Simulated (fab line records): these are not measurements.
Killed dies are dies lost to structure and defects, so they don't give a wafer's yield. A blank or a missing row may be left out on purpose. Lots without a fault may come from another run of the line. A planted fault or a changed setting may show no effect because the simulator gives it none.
A sampling plan put to the test / flow gf180mcu / one fab line, 50 faults that these records tell of, each judged on the records of the lots that it struck; 1 more is left out, because the records don't allow judging it
The plan is the line's own looks: the steps of the route at which a gauge or an inspection reads the wafer and doesn't change it. A look is open to judgement when struck wafers have a number at it and the file gives its usual mean and standard deviation on fault-free wafers. Caught: a look later than the fault's first step finds the struck wafers' mean 4 or more of those standard deviations (sigma) from the usual mean. On the tool: the same test on the tool's own readings at the fault's steps. Caught also covers a different recipe on the struck wafers, or a record left blank for those wafers only.

## THE FAULTS, as the simulator had put them in
1. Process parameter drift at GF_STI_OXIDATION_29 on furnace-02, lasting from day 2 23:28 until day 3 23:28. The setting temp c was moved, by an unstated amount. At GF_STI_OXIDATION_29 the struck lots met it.
2. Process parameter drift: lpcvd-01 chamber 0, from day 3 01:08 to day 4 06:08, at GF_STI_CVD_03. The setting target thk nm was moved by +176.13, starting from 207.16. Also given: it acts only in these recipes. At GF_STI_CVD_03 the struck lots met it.
3. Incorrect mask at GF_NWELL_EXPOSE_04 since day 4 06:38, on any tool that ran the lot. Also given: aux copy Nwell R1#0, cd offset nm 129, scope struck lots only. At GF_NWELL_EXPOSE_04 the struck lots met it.
4. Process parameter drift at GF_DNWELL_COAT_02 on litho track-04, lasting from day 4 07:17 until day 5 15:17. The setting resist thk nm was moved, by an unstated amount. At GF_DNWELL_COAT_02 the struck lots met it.
5. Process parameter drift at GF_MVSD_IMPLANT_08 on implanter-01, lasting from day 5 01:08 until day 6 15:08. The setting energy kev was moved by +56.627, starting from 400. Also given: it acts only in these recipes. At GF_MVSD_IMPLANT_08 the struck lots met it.
6. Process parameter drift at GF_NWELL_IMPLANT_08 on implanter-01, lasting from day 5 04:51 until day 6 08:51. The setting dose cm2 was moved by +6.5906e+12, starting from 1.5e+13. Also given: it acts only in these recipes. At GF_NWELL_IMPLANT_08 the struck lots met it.
7. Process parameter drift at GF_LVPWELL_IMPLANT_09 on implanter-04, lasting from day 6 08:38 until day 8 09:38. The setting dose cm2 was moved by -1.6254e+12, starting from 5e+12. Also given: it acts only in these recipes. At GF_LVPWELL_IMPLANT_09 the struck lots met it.
8. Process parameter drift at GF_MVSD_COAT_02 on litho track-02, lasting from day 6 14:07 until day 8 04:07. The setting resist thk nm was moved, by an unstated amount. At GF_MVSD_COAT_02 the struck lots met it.
9. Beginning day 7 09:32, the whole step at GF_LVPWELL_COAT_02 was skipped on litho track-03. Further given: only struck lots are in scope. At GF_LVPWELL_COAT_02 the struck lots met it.
10. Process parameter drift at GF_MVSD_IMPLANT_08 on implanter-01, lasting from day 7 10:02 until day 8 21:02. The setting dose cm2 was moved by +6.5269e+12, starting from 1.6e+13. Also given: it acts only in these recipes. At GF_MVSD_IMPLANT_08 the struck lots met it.
11. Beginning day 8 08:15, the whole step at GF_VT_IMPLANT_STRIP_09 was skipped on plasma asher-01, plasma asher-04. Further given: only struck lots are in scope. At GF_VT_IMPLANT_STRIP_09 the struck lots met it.
12. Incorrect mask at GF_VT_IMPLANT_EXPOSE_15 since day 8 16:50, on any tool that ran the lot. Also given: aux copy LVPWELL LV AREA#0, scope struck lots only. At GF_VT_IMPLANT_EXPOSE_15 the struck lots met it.
13. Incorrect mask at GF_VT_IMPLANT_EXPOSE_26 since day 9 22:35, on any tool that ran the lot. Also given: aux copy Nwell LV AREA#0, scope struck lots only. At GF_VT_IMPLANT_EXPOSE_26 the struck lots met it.
14. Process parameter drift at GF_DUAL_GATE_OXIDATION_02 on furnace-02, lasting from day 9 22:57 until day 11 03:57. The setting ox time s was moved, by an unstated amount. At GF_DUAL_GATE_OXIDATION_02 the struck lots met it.
15. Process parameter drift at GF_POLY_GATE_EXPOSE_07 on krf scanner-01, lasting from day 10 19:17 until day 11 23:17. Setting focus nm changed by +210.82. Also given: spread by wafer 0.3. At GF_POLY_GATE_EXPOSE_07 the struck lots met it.
16. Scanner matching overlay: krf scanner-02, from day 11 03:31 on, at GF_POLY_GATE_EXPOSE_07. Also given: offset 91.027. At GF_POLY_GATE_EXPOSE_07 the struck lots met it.
17. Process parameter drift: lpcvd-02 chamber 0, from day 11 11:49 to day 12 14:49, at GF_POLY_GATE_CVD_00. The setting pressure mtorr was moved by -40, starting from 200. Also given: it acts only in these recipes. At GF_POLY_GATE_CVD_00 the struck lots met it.
18. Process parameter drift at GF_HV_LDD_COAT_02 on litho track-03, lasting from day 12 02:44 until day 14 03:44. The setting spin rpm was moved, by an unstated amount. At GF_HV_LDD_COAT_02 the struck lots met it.
19. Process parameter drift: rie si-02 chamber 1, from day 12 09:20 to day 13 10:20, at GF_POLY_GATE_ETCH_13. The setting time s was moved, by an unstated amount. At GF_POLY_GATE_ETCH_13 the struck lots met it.
20. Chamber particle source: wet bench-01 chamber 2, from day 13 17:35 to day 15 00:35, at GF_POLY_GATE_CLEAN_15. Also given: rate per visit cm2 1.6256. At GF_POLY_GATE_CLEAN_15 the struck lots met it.
21. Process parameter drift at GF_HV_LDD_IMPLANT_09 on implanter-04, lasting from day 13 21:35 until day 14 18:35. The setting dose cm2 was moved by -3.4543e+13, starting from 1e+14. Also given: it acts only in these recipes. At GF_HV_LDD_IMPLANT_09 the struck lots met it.
22. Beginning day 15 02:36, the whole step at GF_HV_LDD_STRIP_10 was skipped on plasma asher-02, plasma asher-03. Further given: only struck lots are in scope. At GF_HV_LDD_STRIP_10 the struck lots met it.
23. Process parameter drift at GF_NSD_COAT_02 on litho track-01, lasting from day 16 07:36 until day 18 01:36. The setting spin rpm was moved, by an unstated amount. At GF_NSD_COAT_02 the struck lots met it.
24. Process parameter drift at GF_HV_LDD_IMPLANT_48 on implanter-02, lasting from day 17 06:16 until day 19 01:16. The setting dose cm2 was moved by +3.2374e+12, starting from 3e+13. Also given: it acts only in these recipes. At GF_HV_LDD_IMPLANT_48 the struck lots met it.
25. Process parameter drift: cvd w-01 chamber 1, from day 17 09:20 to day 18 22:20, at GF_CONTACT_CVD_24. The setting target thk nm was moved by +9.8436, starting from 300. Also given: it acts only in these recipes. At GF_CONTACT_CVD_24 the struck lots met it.
26. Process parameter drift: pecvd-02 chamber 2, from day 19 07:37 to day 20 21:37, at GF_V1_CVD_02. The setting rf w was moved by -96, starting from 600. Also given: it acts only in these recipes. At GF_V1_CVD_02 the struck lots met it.
27. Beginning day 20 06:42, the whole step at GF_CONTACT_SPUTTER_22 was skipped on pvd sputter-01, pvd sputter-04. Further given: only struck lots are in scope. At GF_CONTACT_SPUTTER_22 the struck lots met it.
28. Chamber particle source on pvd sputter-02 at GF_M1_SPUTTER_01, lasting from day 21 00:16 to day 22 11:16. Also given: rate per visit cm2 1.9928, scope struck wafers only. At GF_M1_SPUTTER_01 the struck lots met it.
29. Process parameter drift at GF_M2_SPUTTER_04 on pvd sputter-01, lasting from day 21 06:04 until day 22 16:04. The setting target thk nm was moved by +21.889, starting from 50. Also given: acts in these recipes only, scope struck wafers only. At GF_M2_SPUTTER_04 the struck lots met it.
30. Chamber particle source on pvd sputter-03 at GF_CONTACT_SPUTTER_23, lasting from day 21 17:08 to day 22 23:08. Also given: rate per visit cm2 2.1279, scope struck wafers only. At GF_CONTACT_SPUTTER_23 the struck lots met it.
31. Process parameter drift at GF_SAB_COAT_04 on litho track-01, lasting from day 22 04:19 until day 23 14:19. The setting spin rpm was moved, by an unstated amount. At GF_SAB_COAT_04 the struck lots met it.
32. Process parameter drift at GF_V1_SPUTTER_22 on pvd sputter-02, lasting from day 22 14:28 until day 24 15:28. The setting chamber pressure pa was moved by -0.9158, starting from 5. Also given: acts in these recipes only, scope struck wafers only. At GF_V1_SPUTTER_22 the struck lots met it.
33. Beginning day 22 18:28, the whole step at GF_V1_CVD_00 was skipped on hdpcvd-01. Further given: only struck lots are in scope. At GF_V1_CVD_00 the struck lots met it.
34. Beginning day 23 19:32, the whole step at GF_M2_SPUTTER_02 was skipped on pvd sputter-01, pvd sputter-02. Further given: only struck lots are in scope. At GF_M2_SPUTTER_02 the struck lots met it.
35. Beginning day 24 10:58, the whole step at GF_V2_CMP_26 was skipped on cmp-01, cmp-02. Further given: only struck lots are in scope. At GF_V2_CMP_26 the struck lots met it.
36. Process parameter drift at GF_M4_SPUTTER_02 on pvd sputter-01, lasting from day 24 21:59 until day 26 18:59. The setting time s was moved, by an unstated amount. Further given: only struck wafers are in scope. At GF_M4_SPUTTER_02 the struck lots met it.
37. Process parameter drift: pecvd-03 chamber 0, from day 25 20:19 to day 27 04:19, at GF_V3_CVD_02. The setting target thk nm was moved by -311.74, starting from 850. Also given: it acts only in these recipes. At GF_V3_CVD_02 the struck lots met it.
38. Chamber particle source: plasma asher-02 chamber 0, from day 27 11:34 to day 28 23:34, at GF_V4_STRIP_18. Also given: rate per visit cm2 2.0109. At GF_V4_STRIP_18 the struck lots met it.
39. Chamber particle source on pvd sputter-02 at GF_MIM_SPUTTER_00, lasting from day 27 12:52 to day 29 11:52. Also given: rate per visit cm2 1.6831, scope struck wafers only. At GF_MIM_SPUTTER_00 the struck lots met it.
40. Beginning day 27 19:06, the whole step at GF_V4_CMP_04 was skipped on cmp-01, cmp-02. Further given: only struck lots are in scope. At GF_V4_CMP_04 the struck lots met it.
41. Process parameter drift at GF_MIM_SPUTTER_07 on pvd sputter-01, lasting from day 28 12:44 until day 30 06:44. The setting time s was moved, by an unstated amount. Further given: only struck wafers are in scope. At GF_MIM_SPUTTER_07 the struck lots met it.
42. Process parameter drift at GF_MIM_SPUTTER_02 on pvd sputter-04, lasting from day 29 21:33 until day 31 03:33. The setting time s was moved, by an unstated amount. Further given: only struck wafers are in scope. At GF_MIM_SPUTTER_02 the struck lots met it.
43. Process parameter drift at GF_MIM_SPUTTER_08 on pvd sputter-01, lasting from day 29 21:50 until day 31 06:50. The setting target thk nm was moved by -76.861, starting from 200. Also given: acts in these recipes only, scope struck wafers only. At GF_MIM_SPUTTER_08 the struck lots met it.
44. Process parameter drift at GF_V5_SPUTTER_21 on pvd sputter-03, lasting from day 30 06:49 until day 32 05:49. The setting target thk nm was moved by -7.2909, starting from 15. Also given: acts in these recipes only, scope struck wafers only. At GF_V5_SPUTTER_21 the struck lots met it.
45. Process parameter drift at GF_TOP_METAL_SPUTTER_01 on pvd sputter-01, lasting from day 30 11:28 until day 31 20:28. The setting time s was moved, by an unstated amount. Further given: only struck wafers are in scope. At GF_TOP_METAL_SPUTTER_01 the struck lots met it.
46. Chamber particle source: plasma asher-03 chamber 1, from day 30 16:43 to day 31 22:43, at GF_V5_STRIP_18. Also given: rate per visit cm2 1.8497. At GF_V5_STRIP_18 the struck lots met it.
47. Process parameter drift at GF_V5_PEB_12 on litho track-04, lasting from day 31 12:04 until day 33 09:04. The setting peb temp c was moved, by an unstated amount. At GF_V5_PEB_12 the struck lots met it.
48. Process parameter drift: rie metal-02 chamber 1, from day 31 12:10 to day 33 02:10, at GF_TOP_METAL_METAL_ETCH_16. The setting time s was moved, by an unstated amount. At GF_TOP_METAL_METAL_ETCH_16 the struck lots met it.
49. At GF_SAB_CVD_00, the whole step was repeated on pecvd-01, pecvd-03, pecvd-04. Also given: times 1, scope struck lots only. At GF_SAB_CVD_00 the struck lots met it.
50. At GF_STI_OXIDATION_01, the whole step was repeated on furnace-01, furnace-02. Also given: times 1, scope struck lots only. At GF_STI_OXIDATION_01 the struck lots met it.

## WHAT THE PLAN SAW
fault=1; on the tool itself=spike tc lower C +31 sigma; first look that catches it=GF_STI_THK_MEAS_30; reading, sigma=STI_OXIDATION_02_THK +24; median hours from its first step to that look=1.4; hours from the fault's start to the first struck lot there=3; judged looks passed uncaught=0
fault=2; on the tool itself=under 2 sigma; first look that catches it=GF_STI_THK_MEAS_04; reading, sigma=STI_CVD_03_THK +88; median hours from its first step to that look=3.0; hours from the fault's start to the first struck lot there=21; judged looks passed uncaught=0
fault=3; on the tool itself=no reading that can be judged; first look that catches it=no look after it can be judged; reading, sigma=-; median hours from its first step to that look=-; hours from the fault's start to the first struck lot there=-; judged looks passed uncaught=0
fault=4; on the tool itself=under 2 sigma; first look that catches it=no look after it can be judged; reading, sigma=-; median hours from its first step to that look=-; hours from the fault's start to the first struck lot there=-; judged looks passed uncaught=0
fault=5; on the tool itself=beam energy keV +99 or beyond sigma; first look that catches it=GF_VT_IMPLANT_RS_MEAS_46; reading, sigma=MVSD_RS -10; median hours from its first step to that look=80.2; hours from the fault's start to the first struck lot there=81; judged looks passed uncaught=1
fault=6; on the tool itself=dose ions cm2 +99 or beyond sigma; first look that catches it=GF_NWELL_TW_MEAS_11; reading, sigma=NWELL_TW +18; median hours from its first step to that look=0.4; hours from the fault's start to the first struck lot there=5; judged looks passed uncaught=0
fault=7; on the tool itself=dose ions cm2 -99 or beyond sigma; first look that catches it=GF_VT_IMPLANT_RS_MEAS_48; reading, sigma=LVPWELL_RS +30; median hours from its first step to that look=103.2; hours from the fault's start to the first struck lot there=110; judged looks passed uncaught=1
fault=8; on the tool itself=under 2 sigma; first look that catches it=not the one look that can be judged after it; reading, sigma=-; median hours from its first step to that look=-; hours from the fault's start to the first struck lot there=-; judged looks passed uncaught=1
fault=9; on the tool itself=the tool's record is blank for the struck wafers; first look that catches it=GF_MVPSD_TW_MEAS_11; reading, sigma=MVPSD_TW +48; median hours from its first step to that look=43.1; hours from the fault's start to the first struck lot there=48; judged looks passed uncaught=1
fault=10; on the tool itself=dose ions cm2 +99 or beyond sigma; first look that catches it=GF_MVSD_TW_MEAS_11; reading, sigma=MVSD_TW +21; median hours from its first step to that look=0.4; hours from the fault's start to the first struck lot there=3; judged looks passed uncaught=0
fault=11; on the tool itself=the tool's record is blank for the struck wafers; first look that catches it=GF_VT_IMPLANT_TW_MEAS_21; reading, sigma=VT_IMPLANT_2_TW -99 or beyond; median hours from its first step to that look=17.3; hours from the fault's start to the first struck lot there=20; judged looks passed uncaught=0
fault=12; on the tool itself=under 2 sigma; first look that catches it=GF_VT_IMPLANT_TW_MEAS_21; reading, sigma=VT_IMPLANT_2_TW -99 or beyond; median hours from its first step to that look=8.3; hours from the fault's start to the first struck lot there=11; judged looks passed uncaught=0
fault=13; on the tool itself=no reading that can be judged; first look that catches it=GF_VT_IMPLANT_TW_MEAS_32; reading, sigma=VT_IMPLANT_3_TW -99 or beyond; median hours from its first step to that look=8.9; hours from the fault's start to the first struck lot there=13; judged looks passed uncaught=0
fault=14; on the tool itself=under 2 sigma; first look that catches it=GF_DUAL_GATE_THK_MEAS_03; reading, sigma=DUAL_GATE_OXIDATION_00_THK +8.3; median hours from its first step to that look=1.5; hours from the fault's start to the first struck lot there=8; judged looks passed uncaught=0
fault=15; on the tool itself=exposure dose mJ cm2 -16 sigma; first look that catches it=GF_POLY_GATE_CD_MEAS_10; reading, sigma=cd nm -8.8; median hours from its first step to that look=9.4; hours from the fault's start to the first struck lot there=28; judged looks passed uncaught=0
fault=16; on the tool itself=under 2 sigma; first look that catches it=GF_POLY_GATE_OVL_MEAS_11; reading, sigma=POLY_GATE_OVL +18; median hours from its first step to that look=10.1; hours from the fault's start to the first struck lot there=27; judged looks passed uncaught=1
fault=17; on the tool itself=pressure mtorr -99 or beyond sigma; first look that catches it=GF_POLY_GATE_THK_MEAS_01; reading, sigma=POLY_GATE_CVD_00_THK -12; median hours from its first step to that look=1.4; hours from the fault's start to the first struck lot there=27; judged looks passed uncaught=0
fault=18; on the tool itself=spin speed rpm +85 sigma; first look that catches it=no look after it can be judged; reading, sigma=-; median hours from its first step to that look=-; hours from the fault's start to the first struck lot there=-; judged looks passed uncaught=0
fault=19; on the tool itself=run length s +22 sigma; first look that catches it=no look after it can be judged; reading, sigma=-; median hours from its first step to that look=-; hours from the fault's start to the first struck lot there=-; judged looks passed uncaught=0
fault=20; on the tool itself=under 2 sigma; first look that catches it=none of the 2 looks that can be judged after it; reading, sigma=-; median hours from its first step to that look=-; hours from the fault's start to the first struck lot there=-; judged looks passed uncaught=2
fault=21; on the tool itself=dose ions cm2 -99 or beyond sigma; first look that catches it=GF_HV_LDD_TW_MEAS_11; reading, sigma=HV_LDD_TW -12; median hours from its first step to that look=0.2; hours from the fault's start to the first struck lot there=11; judged looks passed uncaught=0
fault=22; on the tool itself=the tool's record is blank for the struck wafers; first look that catches it=GF_HV_LDD_TW_MEAS_23; reading, sigma=HV_LDD_2_TW -99 or beyond; median hours from its first step to that look=22.6; hours from the fault's start to the first struck lot there=29; judged looks passed uncaught=0
fault=23; on the tool itself=spin speed rpm +26 sigma; first look that catches it=not the one look that can be judged after it; reading, sigma=-; median hours from its first step to that look=-; hours from the fault's start to the first struck lot there=-; judged looks passed uncaught=1
fault=24; on the tool itself=dose ions cm2 +92 sigma; first look that catches it=GF_HV_LDD_TW_MEAS_50; reading, sigma=HV_LDD_4_TW +7.0; median hours from its first step to that look=0.2; hours from the fault's start to the first struck lot there=9; judged looks passed uncaught=0
fault=25; on the tool itself=under 2 sigma; first look that catches it=not the one look that can be judged after it; reading, sigma=strongest: CONTACT_W_RS at GF_CONTACT_RS_MEAS_25, -2.2; median hours from its first step to that look=-; hours from the fault's start to the first struck lot there=-; judged looks passed uncaught=1
fault=26; on the tool itself=rf fwd power W -48 sigma; first look that catches it=GF_V1_THK_MEAS_03; reading, sigma=V1_CVD_02_THK -4.1; median hours from its first step to that look=0.1; hours from the fault's start to the first struck lot there=2; judged looks passed uncaught=0
fault=27; on the tool itself=the tool's record is blank for the struck wafers; first look that catches it=no look after it can be judged; reading, sigma=-; median hours from its first step to that look=-; hours from the fault's start to the first struck lot there=-; judged looks passed uncaught=0
fault=28; on the tool itself=under 2 sigma; first look that catches it=none of the 2 looks that can be judged after it; reading, sigma=-; median hours from its first step to that look=-; hours from the fault's start to the first struck lot there=-; judged looks passed uncaught=2
fault=29; on the tool itself=under 2 sigma; first look that catches it=GF_M2_THK_MEAS_06; reading, sigma=M2_ALCU_THK -4.3; median hours from its first step to that look=0.2; hours from the fault's start to the first struck lot there=4; judged looks passed uncaught=1
fault=30; on the tool itself=under 2 sigma; first look that catches it=none of the 2 looks that can be judged after it; reading, sigma=-; median hours from its first step to that look=-; hours from the fault's start to the first struck lot there=-; judged looks passed uncaught=2
fault=31; on the tool itself=spin speed rpm +80 sigma; first look that catches it=none of the 3 looks that can be judged after it; reading, sigma=-; median hours from its first step to that look=-; hours from the fault's start to the first struck lot there=-; judged looks passed uncaught=3
fault=32; on the tool itself=chamber pressure pa -93 sigma; first look that catches it=no look after it can be judged; reading, sigma=-; median hours from its first step to that look=-; hours from the fault's start to the first struck lot there=-; judged looks passed uncaught=0
fault=33; on the tool itself=the tool's record is blank for the struck wafers; first look that catches it=GF_V1_BOW_MEAS_05; reading, sigma=V1_BOW -4.2; median hours from its first step to that look=0.6; hours from the fault's start to the first struck lot there=3; judged looks passed uncaught=0
fault=34; on the tool itself=the tool's record is blank for the struck wafers; first look that catches it=GF_M2_RS_MEAS_05; reading, sigma=M2_ALCU_RS +99 or beyond; median hours from its first step to that look=0.1; hours from the fault's start to the first struck lot there=3; judged looks passed uncaught=0
fault=35; on the tool itself=no reading that can be judged; first look that catches it=no look after it can be judged; reading, sigma=-; median hours from its first step to that look=-; hours from the fault's start to the first struck lot there=-; judged looks passed uncaught=0
fault=36; on the tool itself=under 2 sigma; first look that catches it=GF_M4_RS_MEAS_05; reading, sigma=M4_ALCU_RS +13; median hours from its first step to that look=0.1; hours from the fault's start to the first struck lot there=7; judged looks passed uncaught=0
fault=37; on the tool itself=under 2 sigma; first look that catches it=GF_V3_THK_MEAS_03; reading, sigma=V3_CVD_02_THK -20; median hours from its first step to that look=0.1; hours from the fault's start to the first struck lot there=8; judged looks passed uncaught=0
fault=38; on the tool itself=under 2 sigma; first look that catches it=no look after it can be judged; reading, sigma=-; median hours from its first step to that look=-; hours from the fault's start to the first struck lot there=-; judged looks passed uncaught=0
fault=39; on the tool itself=under 2 sigma; first look that catches it=not the one look that can be judged after it; reading, sigma=-; median hours from its first step to that look=-; hours from the fault's start to the first struck lot there=-; judged looks passed uncaught=1
fault=40; on the tool itself=the tool's record is blank for the struck wafers; first look that catches it=not the one look that can be judged after it; reading, sigma=-; median hours from its first step to that look=-; hours from the fault's start to the first struck lot there=-; judged looks passed uncaught=1
fault=41; on the tool itself=under 2 sigma; first look that catches it=no look after it can be judged; reading, sigma=-; median hours from its first step to that look=-; hours from the fault's start to the first struck lot there=-; judged looks passed uncaught=0
fault=42; on the tool itself=under 2 sigma; first look that catches it=no look after it can be judged; reading, sigma=-; median hours from its first step to that look=-; hours from the fault's start to the first struck lot there=-; judged looks passed uncaught=0
fault=43; on the tool itself=under 2 sigma; first look that catches it=GF_MIM_RS_MEAS_10; reading, sigma=MIM_ALCU_RS +49; median hours from its first step to that look=0.1; hours from the fault's start to the first struck lot there=8; judged looks passed uncaught=0
fault=44; on the tool itself=under 2 sigma; first look that catches it=no look after it can be judged; reading, sigma=-; median hours from its first step to that look=-; hours from the fault's start to the first struck lot there=-; judged looks passed uncaught=0
fault=45; on the tool itself=under 2 sigma; first look that catches it=no look after it can be judged; reading, sigma=-; median hours from its first step to that look=-; hours from the fault's start to the first struck lot there=-; judged looks passed uncaught=0
fault=46; on the tool itself=under 2 sigma; first look that catches it=no look after it can be judged; reading, sigma=-; median hours from its first step to that look=-; hours from the fault's start to the first struck lot there=-; judged looks passed uncaught=0
fault=47; on the tool itself=heater power total W +19 sigma; first look that catches it=not the one look that can be judged after it; reading, sigma=strongest: cd nm at GF_V5_CD_MEAS_14, +2.6; median hours from its first step to that look=-; hours from the fault's start to the first struck lot there=-; judged looks passed uncaught=1
fault=48; on the tool itself=run length s -76 sigma; first look that catches it=no look after it can be judged; reading, sigma=-; median hours from its first step to that look=-; hours from the fault's start to the first struck lot there=-; judged looks passed uncaught=0
fault=49; on the tool itself=under 2 sigma; first look that catches it=GF_SAB_THK_MEAS_01; reading, sigma=SAB_CVD_00_THK +61; median hours from its first step to that look=0.3; hours from the fault's start to the first struck lot there=-; judged looks passed uncaught=0
fault=50; on the tool itself=no reading that can be judged; first look that catches it=GF_STI_THK_MEAS_02; reading, sigma=STI_OXIDATION_THK +33; median hours from its first step to that look=3.6; hours from the fault's start to the first struck lot there=-; judged looks passed uncaught=0
A dash: the fault is not caught, or the number is missing from these records.

Caught at a look: 26 of 50. Caught on the tool: 24 of 50. By one or the other: 35 of 50.
Caught on the tool alone: faults 18, 19, 23, 27, 31, 32, 40, 47, 48.
Caught at a look alone: faults 2, 12, 13, 14, 16, 29, 36, 37, 43, 49, 50.
Caught by neither: faults 3, 4, 8, 20, 25, 28, 30, 35, 38, 39, 41, 42, 44, 45, 46.

## THINNER SAMPLING
Were the look that catches a fault to measure just every second or every third lot (counted by lot number), the first struck lot would, at worst, be measured this late:
fault=1; struck lots at that look, in order of time=L397, L398; every lot=3 h; every second lot=8 h; every third lot=may miss all 2
fault=2; struck lots at that look, in order of time=L684; every lot=21 h; every second lot=may miss it; every third lot=may miss it
fault=5; struck lots at that look, in order of time=L859, L864; every lot=81 h; every second lot=116 h; every third lot=may miss all 2
fault=6; struck lots at that look, in order of time=L972, L976; every lot=5 h; every second lot=may miss all 2; every third lot=may miss all 2
fault=7; struck lots at that look, in order of time=L396, L397; every lot=110 h; every second lot=117 h; every third lot=may miss all 2
fault=9; struck lots at that look, in order of time=L148, L149; every lot=48 h; every second lot=51 h; every third lot=may miss all 2
fault=10; struck lots at that look, in order of time=L367, L368; every lot=3 h; every second lot=10 h; every third lot=may miss all 2
fault=11; struck lots at that look, in order of time=L716, L717, L718; every lot=20 h; every second lot=26 h; every third lot=33 h
fault=12; struck lots at that look, in order of time=L837; every lot=11 h; every second lot=may miss it; every third lot=may miss it
fault=13; struck lots at that look, in order of time=L370; every lot=13 h; every second lot=may miss it; every third lot=may miss it
fault=14; struck lots at that look, in order of time=L780, L781; every lot=8 h; every second lot=13 h; every third lot=may miss all 2
fault=15; struck lots at that look, in order of time=L577; every lot=28 h; every second lot=may miss it; every third lot=may miss it
fault=16; struck lots at that look, in order of time=L747, L750, L751; every lot=27 h; every second lot=48 h; every third lot=may miss all 3
fault=17; struck lots at that look, in order of time=L733; every lot=27 h; every second lot=may miss it; every third lot=may miss it
fault=21; struck lots at that look, in order of time=L603, L604; every lot=11 h; every second lot=15 h; every third lot=may miss all 2
fault=22; struck lots at that look, in order of time=L641, L642, L643; every lot=29 h; every second lot=31 h; every third lot=35 h
fault=24; struck lots at that look, in order of time=L609, L610; every lot=9 h; every second lot=25 h; every third lot=may miss all 2
fault=26; struck lots at that look, in order of time=L980, L983; every lot=2 h; every second lot=33 h; every third lot=may miss all 2
fault=29; struck lots at that look, in order of time=L310, L312; every lot=4 h; every second lot=may miss all 2; every third lot=may miss all 2
fault=33; struck lots at that look, in order of time=L325, L326, L327; every lot=3 h; every second lot=21 h; every third lot=24 h
fault=34; struck lots at that look, in order of time=L284, L285, L286; every lot=3 h; every second lot=21 h; every third lot=23 h
fault=36; struck lots at that look, in order of time=L642, L647; every lot=7 h; every second lot=42 h; every third lot=may miss all 2
fault=37; struck lots at that look, in order of time=L295, L296; every lot=8 h; every second lot=17 h; every third lot=may miss all 2
fault=43; struck lots at that look, in order of time=L486; every lot=8 h; every second lot=may miss it; every third lot=may miss it
Hours are from the fault's start to the first struck lot that is measured. Since the struck wafers were tested as one group against 4 sigma, a single lot by itself may lie under the limit. Other struck lots may not be in these records.

## THE LONGEST TIMED WAY FROM STEP TO LOOK
In fault 7, a median of 103.2 hours elapses between GF_LVPWELL_IMPLANT_09 and GF_VT_IMPLANT_RS_MEAS_48. The look between them that can be judged stayed within 4 sigma: GF_LVPWELL_TW_MEAS_11.
